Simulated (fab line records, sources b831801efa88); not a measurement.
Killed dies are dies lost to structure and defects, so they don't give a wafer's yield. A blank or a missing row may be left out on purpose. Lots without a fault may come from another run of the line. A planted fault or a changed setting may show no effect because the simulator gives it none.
Chamber matching | flow sky130 | SKY_VIA4_CMP_21 on cmp-02: 4 sister chambers
The step polishes, stops on SiO2, t overpolish 25 s, target thk 0 nm. 22 wafers are shown with their chamber, then 11 later ones without.

WAFERS WITH THEIR CHAMBER
wafer  | chamber | motor_current_A (A) | time_to_endpoint_s (s) | slurry_flow_ml_min
L075.2 | 1       | 10.7                | 117                    | 150.6
L075.3 | 0       | 11.7                | 116                    | 150.1
L075.6 | 0       | 11.6                | 111                    | 150.0
L077.2 | 1       | 10.1                | 121                    | 149.7
L077.4 | 0       | 11.9                | 114                    | 150.1
L077.5 | 3       | 9.3                 | 125                    | 149.3
L080.1 | 0       | 12.0                | 112                    | 149.6
L080.3 | 3       | 8.9                 | 124                    | 150.4
L080.6 | 0       | 11.7                | 110                    | 149.7
L081.1 | 0       | 11.5                | 115                    | 149.7
L081.3 | 1       | 10.4                | 124                    | 150.1
L081.4 | 2       | 9.8                 | 127                    | 150.2
L082.2 | 2       | 9.9                 | 129                    | 150.7
L082.4 | 0       | 12.0                | 117                    | 149.2
L082.5 | 0       | 13.3                | 118                    | 148.8
L084.1 | 0       | 12.3                | 114                    | 150.0
L084.4 | 1       | 10.9                | 121                    | 150.0
L084.5 | 0       | 12.2                | 113                    | 148.9
L085.1 | 0       | 12.3                | 107                    | 150.2
L085.4 | 2       | 10.1                | 115                    | 150.2
L085.5 | 1       | 10.3                | 119                    | 150.0
L087.1 | 2       | 10.2                | 123                    | 149.8

SIGNATURES (means of the wafers above)
reading            | chamber 0 | chamber 1 | chamber 2 | chamber 3 | scatter within a chamber
motor_current_A    | 12.045    | 10.480    | 10.000    | 9.100     | 0.413
time_to_endpoint_s | 113.36    | 120.40    | 123.50    | 124.50    | 3.71
slurry_flow_ml_min | 149.664   | 150.080   | 150.225   | 149.850   | 0.465
Rule: a wafer's distance from a chamber is the root of the sum, over the readings, of the square of ((its reading less the chamber's mean) divided by the reading's scatter). The wafer belongs to the nearest chamber; if the next one is less than 2 further off, it can't be placed. The scatter: the root of (the sum of the squares of (reading less its chamber's mean) over the shown wafers, divided by (wafers less chambers)).

WAFERS WITHOUT THEIR CHAMBER
wafer  | motor_current_A (A) | time_to_endpoint_s (s) | slurry_flow_ml_min
L087.4 | 11.5                | 115                    | 149.6
L087.5 | 11.6                | 114                    | 149.5
L091.1 | 9.7                 | 124                    | 149.5
L091.2 | 9.7                 | 130                    | 150.4
L091.5 | 11.9                | 115                    | 150.9
L094.1 | 10.7                | 125                    | 149.6
L094.2 | 11.6                | 111                    | 151.1
L094.6 | 11.7                | 119                    | 150.2
L097.3 | 9.9                 | 121                    | 151.2
L097.4 | 10.6                | 115                    | 150.5
L097.5 | 10.7                | 120                    | 150.6

WHICH CHAMBER EACH WENT THROUGH
wafer  | from the rows above          | in truth
L087.4 | can't be placed: 0 or 1      | 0
L087.5 | 0                            | 0
L091.1 | can't be placed: 3 or 2 or 1 | 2
L091.2 | can't be placed: 2 or 3 or 1 | 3
L091.5 | can't be placed: 0 or 1      | 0
L094.1 | can't be placed: 1 or 2      | 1
L094.2 | can't be placed: 0 or 1      | 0
L094.6 | can't be placed: 0 or 1      | 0
L097.3 | can't be placed: 2 or 1 or 3 | 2
L097.4 | can't be placed: 1 or 2      | 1
L097.5 | can't be placed: 1 or 2      | 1
Placed correctly: 1 of 11. Can't be placed from these rows: 10 (the true chamber is among the candidates in 10). Placed wrongly: 0.
